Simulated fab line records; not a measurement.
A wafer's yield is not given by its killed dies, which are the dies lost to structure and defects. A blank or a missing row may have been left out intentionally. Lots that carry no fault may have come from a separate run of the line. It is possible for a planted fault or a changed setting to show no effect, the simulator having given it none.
fab line records -- flow sky130
record lots=13, wafers=39, last-day=50
route steps=708 shown SD_N@352 METAL1@451 VIA1@473 METAL4@630 PAD_OPEN@708
lots untouched by any fault: they come from a run of this same line in which no faults occurred
start-h: hours from the record's first day to the start of the lot's first wafer shown -- wait-h: hours since the lot's step before -- " same as the row above -- L1.1+2: a single row standing in for several wafers -- - value missing, or start not given -- * or withheld: withheld -- < > ~ a bound
route shown NAME@n: names a module that has steps shown in the file, with the first one's number in the route -- usual: the fault-free wafers' mean and standard deviation -- same: alike in all rows -- chamber/n: place in a boat -- sites: the reading at each site -- _std_site: their standard deviation -- _edge_site: outer sites' mean less inner sites' -- radius-mm: how far each site lies from the wafer's centre -- mask NAME#n: copy n -- behind: tool/chamber where the wafer was last shaped -- hold: why the lot went on hold/how many hours it stayed there/how the hold came to an end -- device: the n, p or np transistor that did not switch -- end of line: the same wafers' tests at the end of the route -- for a step that has no rows: nothing shown but its recipe -- killed: dies lost to structure and defects at the first sort, not the wafer's yield -- map: a wafer's dies, x killed, . not, _ none there
set.NAME: setting as actually run; set.NAME@STEP: the setting as run at that earlier step -- model.NAME: the simulator's own value behind a step, which no gauge read
steps of the route over a sample of lots; a table a step, a row a wafer
services: when a tool's chamber went out of use (start-h, in hours from the record's first day, below 0 if earlier), for how many hours, and the reason
## steps
# step SKY_SD_N_IMPLANT_10
# recipe species=P, energy-kev=20, dose-cm2=1e+14, tilt-deg=0
# usual beam-energy-keV=20.001/0.0064, beam-on-s=10.7/0.58
lot.wafer,tool,chamber,start-h,wait-h,beam-energy-keV,beam-on-s
L242.2,implanter-01,0,653.51,0.1,20.000,10.0
L242.3,implanter-01,0,653.51,0.1,20.002,10.0
L242.4,implanter-01,0,653.51,0.1,20.006,9.8
L248.3,implanter-04,0,708.04,0.1,19.993,11.0
L248.5,implanter-04,0,708.04,0.1,19.995,10.3
L248.6,implanter-04,0,708.04,0.1,19.989,10.9
L250.3,implanter-02,0,708.74,0.1,20.012,11.1
L250.5,implanter-02,0,708.74,0.1,19.994,11.2
L250.6,implanter-02,0,708.74,0.1,19.994,11.7
L249.1,implanter-01,0,710.59,0.1,19.997,10.0
L249.4,implanter-01,0,710.59,0.1,19.998,10.0
L249.5,implanter-01,0,710.59,0.1,20.009,9.8
L251.3,implanter-04,0,726.44,0.1,20.009,10.7
L251.4,implanter-04,0,726.44,0.1,20.010,10.7
L251.6,implanter-04,0,726.44,0.1,20.016,10.6
L253.2,implanter-02,0,733.51,0.1,19.994,11.7
L253.3,implanter-02,0,733.51,0.1,19.999,11.0
L253.4,implanter-02,0,733.51,0.1,19.996,11.5
L252.1,implanter-04,0,734.84,0.1,19.998,11.2
L252.2,implanter-04,0,734.84,0.1,20.004,10.8
L252.6,implanter-04,0,734.84,0.1,20.000,10.8
L254.1,implanter-01,0,738.29,0.1,20.003,9.9
L254.5,implanter-01,0,738.29,0.1,20.006,9.8
L254.6,implanter-01,0,738.29,0.1,19.991,9.6
L255.1,implanter-01,0,756.99,0.1,19.997,10.5
L255.3,implanter-01,0,756.99,0.1,20.000,9.9
L255.6,implanter-01,0,756.99,0.1,20.004,9.7
L256.3,implanter-02,0,758.29,0.1,20.001,11.4
L256.5,implanter-02,0,758.29,0.1,19.989,11.1
L256.6,implanter-02,0,758.29,0.1,19.988,11.5
L257.1,implanter-01,0,765.54,0.1,21.545,10.3
L257.2,implanter-01,0,765.54,0.1,21.541,10.1
L257.5,implanter-01,0,765.54,0.1,21.544,10.0
L259.1,implanter-01,0,782.54,0.1,21.553,10.1
L259.3,implanter-01,0,782.54,0.1,21.551,10.1
L259.6,implanter-01,0,782.54,0.1,21.548,10.1
L265.1,implanter-02,0,835.04,0.1,20.001,11.9
L265.3,implanter-02,0,835.04,0.1,19.998,11.4
L265.5,implanter-02,0,835.04,0.1,20.000,11.3
# step SKY_METAL1_DESCUM_17
# recipe chemistry=O2, source-power-w=150, bias-power-w=0, pressure-mtorr=10, temp-c=40, time-s=8
# usual drypump-motor-current-A=5.48/0.25, he-backside-leak-sccm=3.17/0.2, oes-product-au=1.000/0.0093, rf-fwd-power-W=147.4/0.69
lot.wafer,tool,chamber,start-h,wait-h,drypump-motor-current-A,he-backside-leak-sccm,oes-product-au,rf-fwd-power-W,rf-hours-counter-h
L242.2,rie-metal-02,0,770.24,0.0,5.72,2.99,0.993,147.4,1
L242.3,rie-metal-02,0,770.24,0.0,5.74,3.19,1.004,147.8,-
L242.4,rie-metal-02,1,770.24,0.0,5.76,3.04,1.001,146.1,-
L248.3,rie-metal-02,0,822.30,0.0,5.73,3.33,1.011,147.7,-
L248.5,rie-metal-02,0,822.30,0.0,5.74,3.19,1.007,147.5,-
L248.6,rie-metal-02,1,822.30,0.0,5.77,3.05,1.011,146.9,-
L250.3,rie-metal-02,0,825.05,0.0,5.74,3.28,1.003,148.5,-
L250.5,rie-metal-02,0,825.05,0.0,5.73,3.23,1.003,148.2,-
L250.6,rie-metal-02,1,825.05,0.0,5.83,3.13,1.003,147.1,-
L249.1,rie-metal-04,0,825.16,0.0,5.30,3.15,0.974,146.3,15
L249.4,rie-metal-04,1,825.16,0.0,5.38,3.37,0.997,147.9,-
L249.5,rie-metal-04,1,825.16,0.0,5.36,3.29,1.005,147.7,-
L251.3,rie-metal-02,0,840.30,0.0,5.71,3.13,1.010,147.5,-
L251.4,rie-metal-02,1,840.30,0.0,5.78,3.21,1.002,147.3,-
L251.6,rie-metal-02,1,840.30,0.0,5.73,3.14,1.005,146.6,-
L253.2,rie-metal-04,0,846.69,0.0,5.30,3.26,0.976,146.7,16
L253.3,rie-metal-04,0,846.69,0.0,5.29,3.50,0.983,147.0,-
L253.4,rie-metal-04,1,846.69,0.0,5.37,3.51,0.997,147.4,-
L252.1,rie-metal-02,1,848.14,0.0,5.80,4.84,1.022,146.8,16
L252.2,rie-metal-02,0,848.14,0.0,5.70,3.19,1.012,146.9,4
L252.6,rie-metal-02,1,848.14,0.0,5.77,3.14,1.007,146.9,-
L254.1,rie-metal-01,1,850.44,0.0,5.23,3.26,1.004,148.4,3
L254.5,rie-metal-01,1,850.44,0.0,5.25,3.35,1.008,148.3,-
L254.6,rie-metal-01,0,850.44,0.0,5.17,3.01,1.011,147.7,-
L255.1,rie-metal-02,1,869.74,0.0,5.75,3.30,1.009,147.6,0
L255.3,rie-metal-02,1,869.74,0.0,5.77,3.08,1.005,147.1,-
L255.6,rie-metal-02,0,869.74,0.0,5.72,3.01,1.003,147.2,-
L256.3,rie-metal-01,0,870.70,0.0,5.16,3.06,1.006,148.2,-
L256.5,rie-metal-01,0,870.70,0.0,5.17,2.94,1.004,147.9,-
L256.6,rie-metal-01,1,870.70,0.0,5.26,3.29,1.012,148.4,-
L257.1,rie-metal-04,1,876.69,0.0,5.38,3.31,0.987,147.3,0
L257.2,rie-metal-04,0,876.69,0.0,5.28,3.20,0.983,146.4,18
L257.5,rie-metal-04,0,876.69,0.0,5.29,2.96,0.980,146.0,-
L259.1,rie-metal-01,0,894.09,0.0,5.17,3.04,1.002,148.0,6
L259.3,rie-metal-01,0,894.09,0.0,5.17,2.92,1.001,148.6,-
L259.6,rie-metal-01,1,894.09,0.0,5.25,3.17,0.994,147.5,-
L265.1,rie-metal-04,1,944.54,0.0,5.35,3.13,0.981,148.0,4
L265.3,rie-metal-04,1,944.54,0.0,5.37,3.26,0.991,147.5,-
L265.5,rie-metal-04,0,944.54,0.0,5.29,3.34,0.984,146.0,-
# step SKY_VIA1_ETCH_15
# recipe target=SiO2, chemistry=C4F8/O2/Ar, target-depth-nm=351, stop-on=TiN, mask-material=KrF-thick, source-w=1500, bias-w=1200, pressure-mtorr=40, c4f8-flow-sccm=withheld, O2_flow_sccm=6, Ar_flow_sccm=300, time-s=55.82
# usual oes-product-au=0.977/0.0058
lot.wafer,tool,chamber,start-h,wait-h,oes-product-au,rf-hours-counter-h
L242.2,rie-diel-01,3,798.73,0.0,0.989,5
L242.3,rie-diel-01,1,798.73,0.0,0.977,23
L242.4,rie-diel-01,2,798.73,0.0,0.982,17
L248.3,rie-diel-01,2,849.63,0.0,0.979,19
L248.5,rie-diel-01,3,849.63,0.0,0.982,-
L248.6,rie-diel-01,2,849.63,0.0,0.973,-
L250.3,rie-diel-01,0,852.53,0.0,0.970,16
L250.5,rie-diel-01,0,852.53,0.0,0.978,-
L250.6,rie-diel-01,1,852.53,0.0,0.969,-
L249.1,rie-diel-03,2,852.58,0.0,0.969,18
L249.4,rie-diel-03,1,852.58,0.0,0.984,4
L249.5,rie-diel-03,0,852.58,0.0,0.970,-
L251.3,rie-diel-03,2,868.03,0.0,0.978,18
L251.4,rie-diel-03,0,868.03,0.0,0.973,12
L251.6,rie-diel-03,2,868.03,0.0,0.977,-
L253.2,rie-diel-01,3,874.73,0.0,0.989,8
L253.3,rie-diel-01,0,874.73,0.0,0.986,17
L253.4,rie-diel-01,1,874.73,0.0,0.969,25
L252.1,rie-diel-01,0,876.22,0.0,0.984,17
L252.2,rie-diel-01,3,876.22,0.0,0.985,8
L252.6,rie-diel-01,3,876.22,0.0,0.986,-
L254.1,rie-diel-03,0,879.12,0.0,0.976,13
L254.5,rie-diel-03,0,879.12,0.0,0.979,-
L254.6,rie-diel-03,3,879.12,0.0,0.977,-
L255.1,rie-diel-01,1,896.58,0.0,0.969,26
L255.3,rie-diel-01,2,896.58,0.0,0.974,21
L255.6,rie-diel-01,1,896.58,0.0,0.973,-
L256.3,rie-diel-02,3,898.52,0.0,0.982,10
L256.5,rie-diel-02,0,898.52,0.0,0.980,-
L256.6,rie-diel-02,1,898.52,0.0,0.983,-
L257.1,rie-diel-03,0,904.57,0.0,0.964,13
L257.2,rie-diel-03,1,904.57,0.0,0.978,5
L257.5,rie-diel-03,1,904.57,0.0,0.977,-
L259.1,rie-diel-03,2,920.73,0.0,0.972,20
L259.3,rie-diel-03,0,920.73,0.0,0.984,14
L259.6,rie-diel-03,0,920.73,0.0,0.970,-
L265.1,rie-diel-02,3,970.18,0.0,0.978,12
L265.3,rie-diel-02,0,970.18,0.0,0.992,24
L265.5,rie-diel-02,2,970.18,0.0,0.973,-
# step SKY_METAL4_OVL_MEAS_14
# usual METAL4_OVL=0/5
lot.wafer,tool,chamber,start-h,wait-h,METAL4_OVL[nm]
L242.2,overlay-02,-,987.91,0.1,-5
L242.3,overlay-02,-,987.91,0.1,0
L242.4,overlay-02,-,987.91,0.1,-11
L248.3,overlay-02,-,1031.61,0.1,3
L248.5,overlay-02,-,1031.61,0.1,5
L248.6,overlay-02,-,1031.61,0.1,7
L250.3,overlay-02,-,1033.42,0.1,-5
L250.5,overlay-02,-,1033.42,0.1,1
L250.6,overlay-02,-,1033.42,0.1,-2
L249.1,overlay-02,-,1034.20,0.1,-3
L249.4,overlay-02,-,1034.20,0.1,1
L249.5,overlay-02,-,1034.20,0.1,-1
L251.3,overlay-01,-,1045.86,0.1,-1
L251.4,overlay-01,-,1045.86,0.1,4
L251.6,overlay-01,-,1045.86,0.1,7
L253.2,overlay-02,-,1052.11,0.1,8
L253.3,overlay-02,-,1052.11,0.1,-7
L253.4,overlay-02,-,1052.11,0.1,-1
L252.1,overlay-01,-,1053.65,0.1,-1
L252.2,overlay-01,-,1053.65,0.1,1
L252.6,overlay-01,-,1053.65,0.1,1
L254.1,overlay-01,-,1056.66,0.1,-8
L254.5,overlay-01,-,1056.66,0.1,1
L254.6,overlay-01,-,1056.66,0.1,5
L255.1,overlay-02,-,1071.86,0.1,6
L255.3,overlay-02,-,1071.86,0.1,9
L255.6,overlay-02,-,1071.86,0.1,1
L256.3,overlay-01,-,1072.11,0.1,-8
L256.5,overlay-01,-,1072.11,0.1,-10
L256.6,overlay-01,-,1072.11,0.1,-6
L257.1,overlay-01,-,1078.10,0.1,9
L257.2,overlay-01,-,1078.10,0.1,4
L257.5,overlay-01,-,1078.10,0.1,1
L259.1,overlay-02,-,1089.81,0.1,2
L259.3,overlay-02,-,1089.81,0.1,-1
L259.6,overlay-02,-,1089.81,0.1,-3
L265.1,overlay-01,-,1130.01,0.1,-6
L265.3,overlay-01,-,1130.01,0.1,-1
L265.5,overlay-01,-,1130.01,0.1,-6
# step SKY_PAD_OPEN_PROBE_99
# usual killed_at_M0_to_M3=43/6.3, killed_at_M4_up=3.3/1.7, killed-at-contacts=24/5.4, killed-at-front-end=16/4.6, killed-at-other=0.4/0.7, killed-dies=87/9.4, killed-on-rim=17/3.9, killed-open=47/6.9, killed-short=39/6.1
# same gross-dies=492, killed-at-back-side=0
lot.wafer,tool,chamber,start-h,wait-h,killed_at_M0_to_M3,killed_at_M4_up,killed-at-contacts,killed-at-front-end,killed-at-other,killed-dies,killed-on-rim,killed-open,killed-short
L242.2,prober-01,-,1083.70,0.1,43,5,17,15,1,81,18,45,36
L242.3,prober-01,-,1083.75,0.2,44,2,22,20,0,88,18,48,40
L242.4,prober-01,-,1083.80,0.2,40,2,33,12,0,87,15,48,39
L252.1,prober-02,-,1140.31,0.1,42,1,22,24,1,90,20,49,40
L252.2,prober-02,-,1140.36,0.1,40,2,28,22,2,94,17,56,37
L252.6,prober-02,-,1140.56,0.2,43,4,28,13,2,90,17,44,43
L256.3,prober-01,-,1157.07,0.2,38,3,29,10,1,81,19,47,33
L256.5,prober-01,-,1157.17,0.2,52,6,23,16,0,97,15,50,47
L256.6,prober-01,-,1157.22,0.2,45,4,22,13,0,84,19,45,38
# killed by level:class
L242.2 VIA1:geometric-particle:open=15 METAL1:geometric-particle:short=7 CONTACT:geometric-particle:open=6 VIA3:geometric-particle:open=6 FIELD_ISO:geometric-particle:open=5 VIA1:geometric-particle:short=5 LI_CONTACT:geometric-particle:open=4 METAL4:geometric-particle:short=4
L242.3 VIA1:geometric-particle:open=13 VIA1:geometric-particle:short=8 FIELD_ISO:geometric-particle:open=7 FIELD_ISO:geometric-particle:short=6 LI_CONTACT:geometric-particle:open=6 CONTACT:geometric-particle:open=6 VIA2:geometric-particle:open=6 LOCAL_INTERCONNECT:geometric-particle:short=5
L242.4 CONTACT:geometric-particle:open=12 LI_CONTACT:geometric-particle:open=11 METAL2:geometric-particle:short=8 VIA1:geometric-particle:open=8 VIA1:geometric-particle:short=7 VIA2:geometric-particle:open=6 CONTACT:geometric-particle:short=5 VIA2:geometric-particle:short=3
L252.1 VIA1:geometric-particle:open=11 CONTACT:geometric-particle:open=8 POLY_GATE:geometric-particle:short=7 FIELD_ISO:geometric-particle:open=6 LI_CONTACT:geometric-particle:open=6 METAL1:geometric-particle:short=6 VIA2:geometric-particle:open=6 VIA3:geometric-particle:open=6
L252.2 VIA2:geometric-particle:open=11 LI_CONTACT:geometric-particle:open=10 VIA3:geometric-particle:open=9 CONTACT:geometric-particle:open=8 VIA1:geometric-particle:open=8 FIELD_ISO:geometric-particle:short=5 POLY_GATE:geometric-particle:short=5 POLY_GATE:geometric-particle:open=4
L252.6 CONTACT:geometric-particle:open=11 LOCAL_INTERCONNECT:geometric-particle:short=7 LI_CONTACT:geometric-particle:open=7 VIA1:geometric-particle:short=7 VIA2:geometric-particle:open=7 VIA1:geometric-particle:open=6 FIELD_ISO:geometric-particle:open=5 VIA3:geometric-particle:short=4
L256.3 VIA3:geometric-particle:open=9 CONTACT:geometric-particle:open=9 LI_CONTACT:geometric-particle:open=8 LOCAL_INTERCONNECT:geometric-particle:short=7 VIA1:geometric-particle:open=5 METAL1:geometric-particle:short=4 VIA2:geometric-particle:open=4 FIELD_ISO:geometric-particle:open=3
L256.5 VIA3:geometric-particle:open=10 VIA1:geometric-particle:open=9 METAL1:geometric-particle:short=9 FIELD_ISO:geometric-particle:short=6 LI_CONTACT:geometric-particle:open=6 LOCAL_INTERCONNECT:geometric-particle:short=6 CONTACT:geometric-particle:open=6 VIA2:geometric-particle:open=6
L256.6 CONTACT:geometric-particle:open=11 VIA2:geometric-particle:open=7 METAL2:geometric-particle:short=7 METAL1:geometric-particle:short=6 VIA1:geometric-particle:open=6 VIA3:geometric-particle:open=6 FIELD_ISO:geometric-particle:short=5 LI_CONTACT:geometric-particle:open=5
## services
tool,chamber,start-h,hours,kind
implanter-01,-,633.74,3.3,repair
rie-diel-03,3,635.88,10.3,repair
rie-diel-01,3,636.98,7.7,repair
rie-diel-01,0,658.97,3.0,repair
rie-diel-01,-,663.97,15.6,pm
rie-diel-03,0,704.40,7.7,repair
rie-diel-01,3,718.70,6.3,repair
rie-metal-01,0,722.63,3.8,repair
rie-metal-01,1,745.39,3.8,repair
rie-metal-02,-,758.10,1.4,pm
implanter-01,-,768.76,1.0,repair
rie-diel-03,1,777.33,9.7,repair
implanter-04,-,797.76,5.0,repair
rie-metal-04,1,804.66,14.9,repair
rie-metal-04,-,828.11,1.4,pm
implanter-04,-,845.62,1.6,repair
implanter-02,-,857.62,1.2,repair
implanter-04,-,892.99,1.3,repair
rie-diel-01,3,895.26,4.2,repair
rie-diel-01,-,936.06,0.4,repair
rie-diel-03,1,945.25,7.9,repair
rie-diel-01,1,958.56,2.4,repair
implanter-02,-,962.63,5.6,pm
implanter-02,-,968.51,1.4,repair
## key
first-sign step=SKY_SD_N_IMPLANT_10, reading=beam-energy-keV, direction=up, sigmas=99+, usual=*, struck=*
effect none on later readings
met-at SKY_SD_N_IMPLANT_10
struck-lots L257,L259
tester-left-out L257,L259
not-acting-at SKY_METAL1_DESCUM_17,SKY_VIA1_ETCH_15,SKY_METAL4_OVL_MEAS_14
onset-between 756.99 765.54
fault kind=process-parameter-drift, tool=implanter-01, chamber=-, onset-h=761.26, steps=SKY_SD_N_IMPLANT_10, channel=energy-kev, offset=*, shape=step, end-h=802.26, acts-in=*, stated=*
# tester-left-out: of these lots the tester's yield and bins aren't shown, on N5 and GAA mostly nor the transistor test; their killed dies are dies lost to structure and defects alone, not to doping, threshold or leakage, so they don't give the yield
